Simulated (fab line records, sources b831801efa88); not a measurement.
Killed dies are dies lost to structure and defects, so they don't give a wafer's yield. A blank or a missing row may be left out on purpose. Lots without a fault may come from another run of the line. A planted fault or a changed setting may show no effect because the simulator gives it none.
A struck lot beside a sound one | flow sky130 | 17 steps out of a route of 708
Sound: wafers L710.1, L710.5, L710.6. Struck: wafers L721.2, L721.4. (L721.6 of the same lot was not struck and is left out.) The cause comes at the end.
At each step with rows: each side's tool, then ch and its chambers, then its first start. Under that, the readings that differ: sound wafers | struck wafers | difference of the means | sigmas: that difference in standard deviations of wafers without a fault.
alike: readings whose means differ by less than 2 such deviations, and words and numbers that are the same on both sides. not compared: withheld readings, readings that some wafer has no value for, bounds like >300 that may hide the same value, and numbers for which the record gives no deviation and whose values overlap.
The two part at a step that has a row with sigmas, a row that says differs or no value, or rows on one side only. Numbers that don't overlap but have no deviation are shown without sigmas and don't part them. A reading that every wafer of one side lacks parts them only if that side has two wafers or more.

first, 2 steps without rows for these wafers: SKY_LOCAL_INTERCONNECT_PEB_09; SKY_LOCAL_INTERCONNECT_DEVELOP_10 (develop time 60 s).
SKY_LOCAL_INTERCONNECT_CD_MEAS_11: target cd 170 nm.
  sound on cd_sem-01, day 32 05:03; struck on cd_sem-02, day 36 00:53
  alike: cd_nm
SKY_LOCAL_INTERCONNECT_OVL_MEAS_12:
  sound on overlay-01, day 32 05:10; struck on overlay-01, day 36 00:59
  alike: LOCAL_INTERCONNECT_OVL
SKY_LOCAL_INTERCONNECT_ETCH_13: etches BARC in N2/H2, stops on SiO2, time 45.9 s, target depth 60 nm.
  sound on rie_metal-03 ch 0,1, day 32 05:12; struck on rie_metal-04 ch 0,1, day 36 01:01
  alike: drypump_motor_current_A, oes_product_au, throttle_valve_pct
  not compared: rf_hours_counter_h
SKY_LOCAL_INTERCONNECT_METAL_ETCH_14: etches TiN in Cl2/BCl3, stops on PSG, target depth 110 nm, time 31.4 s.
  sound on rie_metal-03 ch 0,1, day 32 05:16; struck on rie_metal-04 ch 0,1, day 36 01:05
  alike: drypump_motor_current_A, oes_product_au, throttle_valve_pct
  not compared: rf_hours_counter_h
SKY_LOCAL_INTERCONNECT_STRIP_15: strips in O2/N2.
  sound on plasma_asher-04 ch 0,1, day 32 05:19; struck on plasma_asher-02 ch 0,1, day 36 01:08
  alike: drypump_motor_current_A, oes_product_au, strip_time_to_endpoint_s
  not compared: rf_hours_counter_h
then, 3 steps without rows for these wafers: SKY_LOCAL_INTERCONNECT_STRIP_16 (strips in post etch residue remover, time 1200 s); SKY_LOCAL_INTERCONNECT_CLEAN_17 (cleans in IPA, time 180 s); SKY_LOCAL_INTERCONNECT_CLEAN_18 (cleans in O3/DIW).
SKY_CONTACT_CVD_00: deposits Si3N4, target thk 75 nm.
  sound on pecvd-03 ch 0,1, day 32 05:57; struck on pecvd-03 ch 1,2, day 36 01:43
  alike: heater_power_w, susceptor_temp_C
SKY_CONTACT_THK_MEAS_01:
  sound on film_metro-01, day 32 05:59; struck on film_metro-02, day 36 01:46
  reading                 | sound          | struck    | difference | sigmas
  CONTACT_CVD_00_THK (nm) | 74.8 75.8 75.4 | 72.6 74.0 | -2.0       | -2
SKY_CONTACT_HDPCVD_02: deposits SiO2, target thk 565 nm, time 94.2 s.
  sound on hdpcvd-01 ch 0,1, day 32 06:03; struck on hdpcvd-01 ch 0, day 36 01:49
  reading                                     | sound             | struck    | difference | sigmas
  model.SiO2_of_CONTACT_HDPCVD_02.thk_nm (nm) | 565.3 572.1 560.7 | 806.8 808 | +241.4     |
  alike: susceptor_temp_C
SKY_CONTACT_THK_MEAS_03:
  sound on film_metro-04, day 32 06:07; struck on film_metro-04, day 36 02:07
  reading                 | sound       | struck  | difference | sigmas
  CONTACT_HDPCVD_THK (nm) | 565 573 561 | 808 808 | +242       | +39
  not compared: hold
SKY_CONTACT_CMP_04: polishes SiO2.
  sound on cmp-02 ch 0,3, day 32 06:14; struck on cmp-01 ch 0,2, day 36 08:01
  reading                | sound    | struck                                            | difference                   | sigmas
  hold                   | - - -    | await_dispo/5.4h/release await_dispo/5.4h/release | no value on the sound wafers |
  time_to_endpoint_s (s) | 79 83 73 | 170 168                                           | +91                          | +21
  alike: motor_current_A
SKY_CONTACT_BOW_MEAS_05:
  sound on film_metro-01, day 32 06:29; struck on film_metro-01, day 36 08:17
  alike: CONTACT_BOW
then, 1 step without rows for these wafers: SKY_PAD_OPEN_PROBE_99.

WHERE THEY PART
First at SKY_CONTACT_THK_MEAS_01; last, within this record, at SKY_CONTACT_CMP_04. Later steps at which nothing parts them and some readings are alike: SKY_CONTACT_BOW_MEAS_05.

WHY: what the simulator had put in
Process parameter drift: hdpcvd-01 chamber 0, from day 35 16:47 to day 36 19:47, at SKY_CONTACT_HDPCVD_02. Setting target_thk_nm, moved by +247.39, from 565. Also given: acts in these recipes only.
